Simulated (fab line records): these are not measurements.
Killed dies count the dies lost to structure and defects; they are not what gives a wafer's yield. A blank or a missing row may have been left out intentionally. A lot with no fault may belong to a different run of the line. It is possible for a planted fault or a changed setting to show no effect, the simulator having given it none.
fab line records	flow sfqLine
[record] lots = 7	wafers = 21	lastDay = 96
route steps=325 shown M7@295 I7@296
lots untouched by any fault: they come from a run of this same line in which no faults occurred
startH: start of the lot's first displayed wafer, in hours after the record's first day	waitH: time in hours since the lot's previous step	" same as the row above	L1.1+2: a single row standing in for several wafers	- no value, or no start was given	* or withheld: withheld	< > ~ a bound
route shown NAME@n: NAME is a module with steps in the file, n the number in the route of the first one	usual: mean and standard deviation over wafers with no fault	same: alike in all rows	chamber/n: place in a boat	sites: per-site readings	_std_site: standard deviation of those values	_edge_site: mean of outer sites minus mean of inner sites	radiusMm: for every site, how far away it sits from the centre of the wafer	mask NAME#n: copy n	behind: the most recent tool/chamber to have shaped the wafer	hold: the reason the lot was held/the length of the hold in hours/how it ended	device: which transistor (n, p or np) failed to switch	end of line: the tests these same wafers got at the end of their route	a step given without rows: its recipe and nothing more	killed: count of dies lost to structure and defects at first sort (not the wafer's yield)	map: the dies of a wafer, with x for killed, . for not killed, _ for no die there
set.NAME: the setting that was run; set.NAME@STEP: the one run at that earlier step	model.NAME: the simulator's own value behind a step, which no gauge read
lots seen at some steps along the route; tables by step, rows by wafer
services: when a tool's chamber went out of use (startH, in hours from the record's first day, below 0 if earlier), for how many hours, and the reason
[[steps]]
[step SFQ_TRILAYER_M7_STRIP_SOLV_CLEAN_182]
[recipe] chemistry = NMP	tempC = 70	timeS = 600
[step SFQ_TRILAYER_I7_DEP_PECVD_183]
[recipe] material = SiO2	tempC = 150	timeS = 111.11	pressureTorr = 2.4	rfW = 183.3	precursor = SiH4/N2O	targetThkNm = 500
[usual] heaterPowerW = 83/15	showerheadVppV = 815/36	throttleValvePct = 24.3/1
lot.wafer	tool	chamber	startH	waitH	heaterPowerW	showerheadVppV	throttleValvePct
L647.1	pecvd-02	0	1943.17	0.0	75	821	24.9
L647.3	"	1	"	"	63	814	23.6
L647.5	"	0	"	"	60	817	24.7
L648.1	pecvd-04	1	1945.57	0.0	63	834	24.9
L648.4	"	0	"	"	94	790	24.3
L648.5	"	1	"	"	65	853	24.9
L650.2	pecvd-04	2	1952.32	0.0	75	805	23.6
L650.3	"	1	"	"	66	852	25.0
L650.6	"	2	"	"	78	787	23.5
L654.1	pecvd-02	2	2136.09	0.0	80	770	23.3
L654.2	"	1	"	"	66	833	22.6
L654.5	"	2	"	"	83	758	23.4
L658.2	pecvd-03	2	2185.15	0.0	90	907	23.6
L658.3	"	1	"	"	88	784	24.4
L658.4	"	2	"	"	95	912	23.7
L659.3	pecvd-04	2	2193.96	0.0	92	801	23.9
L659.4	"	0	"	"	103	796	24.6
L659.6	"	1	"	"	58	833	25.1
L660.1	pecvd-04	2	2202.36	0.0	77	792	23.5
L660.5	"	2	"	"	77	787	23.6
L660.6	"	1	"	"	72	839	24.9
[step SFQ_TRILAYER_I7_CMP_CMP_184]
[recipe] material = SiO2	downForcePsi = 3	platenRpm = 60	padVelocityMS = 0.94248
[usual] motorCurrentA = 10.5/0.66	timeToEndpointS = 210/8
lot.wafer	tool	chamber	startH	waitH	motorCurrentA	timeToEndpointS
L647.3	cmp-02	3	1943.74	0.5	11.4	207
L647.1	"	0	"	"	10.3	217
L647.5	"	2	1945.24	2.0	10.4	214
L648.1	cmp-01	1	1946.14	0.5	10.7	213
L648.4	"	2	"	"	8.9	220
L648.5	"	0	1947.64	2.0	10.2	219
L650.3	cmp-02	3	1953.03	0.7	10.7	216
L650.2	"	0	"	"	10.8	234
L650.6	"	3	1955.03	2.6	11.5	231
L654.1	cmp-01	3	2148.72	12.6	10.3	205
L654.2	"	0	"	"	10.3	216
L654.5	"	3	2150.72	14.6	10.3	197
L658.4	cmp-02	1	2185.23	0.0	9.9	208
L658.3	"	2	"	"	10.1	204
L658.2	"	3	"	"	11.3	209
L659.3	cmp-01	0	2194.54	0.5	9.4	207
L659.4	"	1	"	"	11.9	215
L659.6	"	0	2196.54	2.5	10.0	207
L660.1	cmp-02	3	2203.94	1.5	11.2	207
L660.5	"	0	"	"	10.0	209
L660.6	"	1	"	"	10.7	213
[step SFQ_I7_BOW_MEAS_946]
[recipe] mode = bow
[usual] I7_BOW = 10/11
lot.wafer	tool	chamber	startH	waitH	I7_BOW[um]
L647.1	filmMetro-01	-	1946.24	1.5	6
L647.3	"	-	"	"	-3
L647.5	"	-	"	"	3
L648.1	filmMetro-04	-	1948.64	2.0	-1
L648.4	"	-	"	"	-1
L648.5	"	-	"	"	12
L650.2	filmMetro-01	-	1956.05	2.0	9
L650.3	"	-	"	"	20
L650.6	"	-	"	"	9
L654.1	filmMetro-01	-	2151.72	2.5	13
L654.2	"	-	"	"	2
L654.5	"	-	"	"	-1
L658.2	filmMetro-02	-	2188.25	1.5	23
L658.3	"	-	"	"	13
L658.4	"	-	"	"	4
L659.3	filmMetro-01	-	2197.08	2.0	15
L659.4	"	-	"	"	5
L659.6	"	-	"	"	11
L660.1	filmMetro-01	-	2205.44	1.0	10
L660.5	"	-	"	"	3
L660.6	"	-	"	"	8
[step SFQ_TRILAYER_I7_METRO_MEASURE_185]
[usual] thkNm = 199.3/1.1
lot.wafer	tool	chamber	startH	waitH	thkNm
L647.1	filmMetro-01	-	1946.36	0.1	200.4
L647.3	"	-	"	"	200.0
L647.5	"	-	"	"	199.5
L648.1	filmMetro-04	-	1948.76	0.1	199.9
L648.4	"	-	"	"	198.6
L648.5	"	-	"	"	199.9
L650.2	filmMetro-01	-	1956.35	0.3	201.0
L650.3	"	-	"	"	200.7
L650.6	"	-	"	"	201.0
L654.1	filmMetro-01	-	2151.84	0.1	198.4
L654.2	"	-	"	"	200.5
L654.5	"	-	"	"	198.5
L658.2	filmMetro-02	-	2188.55	0.3	199.3
L658.3	"	-	"	"	199.6
L658.4	"	-	"	"	199.9
L659.3	filmMetro-01	-	2197.56	0.5	199.7
L659.4	"	-	"	"	199.7
L659.6	"	-	"	"	200.4
L660.1	filmMetro-01	-	2205.56	0.1	198.5
L660.5	"	-	"	"	199.4
L660.6	"	-	"	"	199.0
[step SFQ_TRILAYER_I7_VIA_LITHO_COAT_192]
[recipe] resist = BARC	spinRpm = 3000	resistThkNm = 62
[step SFQ_TRILAYER_I7_VIA_LITHO_COAT_187]
[recipe] resist = KrF	spinRpm = 3000	resistThkNm = 650
[step SFQ_TRILAYER_I7_VIA_LITHO_SOFTBAKE_191]
[recipe] tempC = withheld	timeS = withheld	resist = KrF
[step SFQ_TRILAYER_I7_VIA_LITHO_EXPOSE_188]
[recipe] maskId = I7	na = 0.6	sourceShape = conventional	sigmaOuter = 0.65	targetCdNm = 1000	doseMj = 21.3
[step SFQ_TRILAYER_I7_VIA_LITHO_PEB_190]
[recipe] pebTempC = 115	pebTimeS = 60	resist = KrF
[step SFQ_TRILAYER_I7_VIA_LITHO_DEVELOP_189]
[recipe] timeS = 60	resist = KrF
[step SFQ_I7_OVL_MEAS_947]
[usual] I7_OVL = -4/5.6
lot.wafer	tool	chamber	startH	waitH	I7_OVL[nm]
L647.1	overlay-02	-	1952.94	0.1	4
L647.3	"	-	"	"	-2
L647.5	"	-	"	"	-1
L648.1	overlay-02	-	1954.14	0.1	-17
L648.4	"	-	"	"	-8
L648.5	"	-	"	"	-11
L650.2	overlay-02	-	1961.18	0.1	-2
L650.3	"	-	"	"	-7
L650.6	"	-	"	"	-1
L654.1	overlay-01	-	2240.82	0.1	-6
L654.2	"	-	"	"	-10
L654.5	"	-	"	"	-2
L658.2	overlay-01	-	2278.02	0.1	-19
L658.3	"	-	"	"	-10
L658.4	"	-	"	"	-10
L659.3	overlay-01	-	2287.63	0.1	-9
L659.4	"	-	"	"	-5
L659.6	"	-	"	"	-6
L660.1	overlay-02	-	2297.38	0.1	-7
L660.5	"	-	"	"	-3
L660.6	"	-	"	"	-1
[step SFQ_TRILAYER_I7_VIA_BARC_OPEN_VIA_ETCH_260]
[recipe] maskMaterial = PR	chemistry = O2	targetDepthNm = 125	target = BARC	sourceW = 500	biasW = 80	pressureMtorr = 30	timeS = 41.7
[usual] drypumpMotorCurrentA = 5.8/0.41	oesProductAu = 0.685/0.0047	runLengthS = 70.2/0.4	timeS = 41.7/0
lot.wafer	tool	chamber	startH	waitH	drypumpMotorCurrentA	oesProductAu	rfHoursCounterH	runLengthS	timeS	model.KrF_of_TRILAYER_I7_VIA_LITHO_COAT_187.thkNm
L647.1	rieDiel-02	0	1952.98	0.0	6.7	0.687	19	70.2	41.7	574.2
L647.3	"	2	"	"	6.2	0.687	14	70.5	41.7	575.5
L647.5	"	2	"	"	6.1	0.676	-	70.8	41.7	575.3
L648.1	rieDiel-04	2	1954.18	0.0	5.6	0.684	8	70.6	41.7	573.7
L648.4	"	0	"	"	6.2	0.681	7	70.5	41.7	573.2
L648.5	"	1	"	"	6.0	0.679	-	69.9	41.7	574.6
L650.2	rieDiel-02	3	1961.21	0.0	5.5	0.692	3	70.6	41.7	573.7
L650.3	"	0	"	"	6.7	0.692	19	69.7	41.7	571.5
L650.6	"	3	"	"	5.5	0.678	-	70.3	41.7	572.3
L654.1	rieDiel-04	0	2240.85	0.0	6.2	0.689	12	70.5	41.7	572.6
L654.2	"	3	"	"	5.7	0.678	2	69.8	41.7	572.2
L654.5	"	1	"	"	6.0	0.691	-	69.8	41.7	572.1
L658.2	rieDiel-04	3	2278.05	0.0	5.7	0.809	3	60.6	29.19	590.2
L658.3	"	2	"	"	5.6	0.823	12	60.9	29.19	588.8
L658.4	"	0	"	"	6.2	0.810	13	61.0	29.19	588.6
L659.3	rieDiel-01	3	2287.65	0.0	5.2	0.820	8	60.4	29.19	590.9
L659.4	"	1	"	"	6.1	0.816	20	60.3	29.19	590
L659.6	"	2	"	"	5.4	0.818	-	60.0	29.19	589.5
L660.1	rieDiel-04	1	2297.42	0.0	6.0	0.813	4	60.8	29.19	587.7
L660.5	"	2	"	"	5.6	0.807	-	61.7	29.19	588
L660.6	"	3	"	"	5.7	0.811	-	60.6	29.19	587.1
[step SFQ_TRILAYER_I7_VIA_ETCH_VIA_ETCH_190]
[recipe] target = SiO2	stopOn = Nb	maskMaterial = PR	taperDeg = 20	chemistry = CHF3	targetDepthNm = 260	sourceW = 500	biasW = 80	pressureMtorr = 30	timeS = withheld
[usual] drypumpMotorCurrentA = 5.8/0.41	oesProductAu = 0.853/0.0054
lot.wafer	tool	chamber	startH	waitH	drypumpMotorCurrentA	oesProductAu	model.KrF_of_TRILAYER_I7_VIA_LITHO_COAT_187.thkNm
L647.1	rieDiel-02	0	1953.02	0.0	6.7	0.866	529.5
L647.3	"	2	"	"	6.1	0.858	531.7
L647.5	"	2	"	"	6.2	0.857	531.1
L648.1	rieDiel-04	2	1954.22	0.0	5.5	0.850	529.5
L648.4	"	0	"	"	6.2	0.855	529.2
L648.5	"	1	"	"	6.0	0.853	530.1
L650.2	rieDiel-02	3	1961.25	0.0	5.5	0.855	529.5
L650.3	"	0	"	"	6.7	0.852	527.2
L650.6	"	3	"	"	5.5	0.866	528
L654.1	rieDiel-04	0	2240.89	0.0	6.2	0.851	528
L654.2	"	3	"	"	5.7	0.865	527.1
L654.5	"	1	"	"	6.0	0.852	527.5
L658.2	rieDiel-04	3	2278.09	0.0	5.7	0.853	544.7
L658.3	"	2	"	"	5.6	0.852	544
L658.4	"	0	"	"	6.2	0.855	544.1
L659.3	rieDiel-01	3	2287.69	0.0	5.2	0.859	546.1
L659.4	"	1	"	"	6.1	0.861	544.6
L659.6	"	2	"	"	5.4	0.851	544.8
L660.1	rieDiel-04	1	2297.46	0.0	6.0	0.851	543.1
L660.5	"	2	"	"	5.6	0.849	543.4
L660.6	"	3	"	"	5.7	0.855	542
[step SFQ_TRILAYER_I7_VIA_STRIP_STRIP_191]
[recipe] gas = O2	powerW = 200	platenTempC = 40	overashFraction = 0.65	chemistry = O2	pressureMtorr = 50
[usual] drypumpMotorCurrentA = 6.2/0.46	oesProductAu = 1.002/0.01
lot.wafer	tool	chamber	startH	waitH	drypumpMotorCurrentA	oesProductAu	rfHoursCounterH
L647.1	rieMetal-04	1	1953.13	-	6.1	1.007	99
L647.3	"	1	"	"	6.1	1.015	-
L647.5	"	0	"	"	6.7	1.015	-
L648.1	rieMetal-03	1	1954.33	-	5.3	0.983	124
L648.4	"	0	"	"	6.0	0.997	-
L648.5	"	1	"	"	5.3	0.981	-
L650.2	rieMetal-04	0	1961.36	-	6.7	1.016	42
L650.3	"	1	"	"	6.1	1.017	-
L650.6	"	1	"	"	6.1	1.013	-
L654.1	rieMetal-02	1	2241.01	-	6.4	1.010	95
L654.2	"	0	"	"	5.6	1.013	55
L654.5	"	1	"	"	6.3	1.004	-
L658.2	rieMetal-04	0	2278.21	-	6.7	0.991	80
L658.3	"	1	"	"	6.1	1.002	-
L658.4	"	0	"	"	6.7	1.000	-
L659.3	rieMetal-03	1	2288.01	-	5.2	0.996	-
L659.4	"	0	"	"	6.0	1.004	-
L659.6	"	1	"	"	5.3	0.980	-
L660.1	rieMetal-04	0	2297.57	-	6.7	1.001	82
L660.5	"	0	"	"	6.6	1.002	-
L660.6	"	0	"	"	6.7	1.003	-
[[services]]
tool	chamber	startH	hours	kind
rieDiel-02	2	1920.76	7.0	repair
cmp-02	-	1939.11	4.0	pm
rieDiel-02	3	1941.74	3.5	repair
rieDiel-02	1	1947.82	7.7	repair
rieDiel-02	2	1966.75	10.6	repair
rieDiel-04	2	1995.59	6.8	repair
filmMetro-01	-	1999.60	3.3	pm
rieMetal-04	-	2010.63	1.4	repair
cmp-02	-	2011.41	7.0	pm
rieDiel-04	0	2023.11	10.8	repair
rieDiel-04	3	2050.54	64.8	repair
rieDiel-04	2	2050.72	3.5	repair
filmMetro-01	-	2069.37	0.6	pm
filmMetro-01	-	2079.27	1.1	pm
cmp-02	-	2086.71	0.4	repair
cmp-02	-	2099.58	1.2	repair
filmMetro-01	-	2107.21	24.0	repair
pecvd-04	0	2110.69	13.4	repair
cmp-02	-	2135.41	0.6	repair
rieDiel-02	1	2153.79	18.3	repair
rieDiel-04	2	2158.06	22.3	repair
rieDiel-02	3	2169.51	18.7	repair
pecvd-04	0	2206.79	5.7	repair
filmMetro-01	-	2244.60	0.6	pm
[[key]]
[firstSign] step = SFQ_TRILAYER_I7_VIA_BARC_OPEN_VIA_ETCH_260	reading = timeS	direction = down	sigmas = 99+	usual = *	struck = *
[effect] step = SFQ_TRILAYER_I7_VIA_BARC_OPEN_VIA_ETCH_260	reading = oesProductAu	direction = up	sigmas = 28	usual = 0.685	struck = 0.814
[modelEffect] step = SFQ_TRILAYER_I7_VIA_BARC_OPEN_VIA_ETCH_260	value = KrF_of_TRILAYER_I7_VIA_LITHO_COAT_187.thkNm	without = 573.5	struck = 589
[modelEffect] step = SFQ_TRILAYER_I7_VIA_ETCH_VIA_ETCH_190	value = KrF_of_TRILAYER_I7_VIA_LITHO_COAT_187.thkNm	without = 528.7	struck = 544.1
metAt SFQ_TRILAYER_I7_VIA_BARC_OPEN_VIA_ETCH_260
struckWafers L658.2,L658.3,L658.4,L659.3,L659.4,L659.6,L660.1,L660.5,L660.6
onsetBetween 2240.85 2278.05
[fault] kind = recipeVersionSkew	tool = rieDiel-01,rieDiel-02,rieDiel-04	chamber = -	onsetH = 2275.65	steps = SFQ_TRILAYER_I7_VIA_BARC_OPEN_VIA_ETCH_260	wrongRecipe.timeS = *
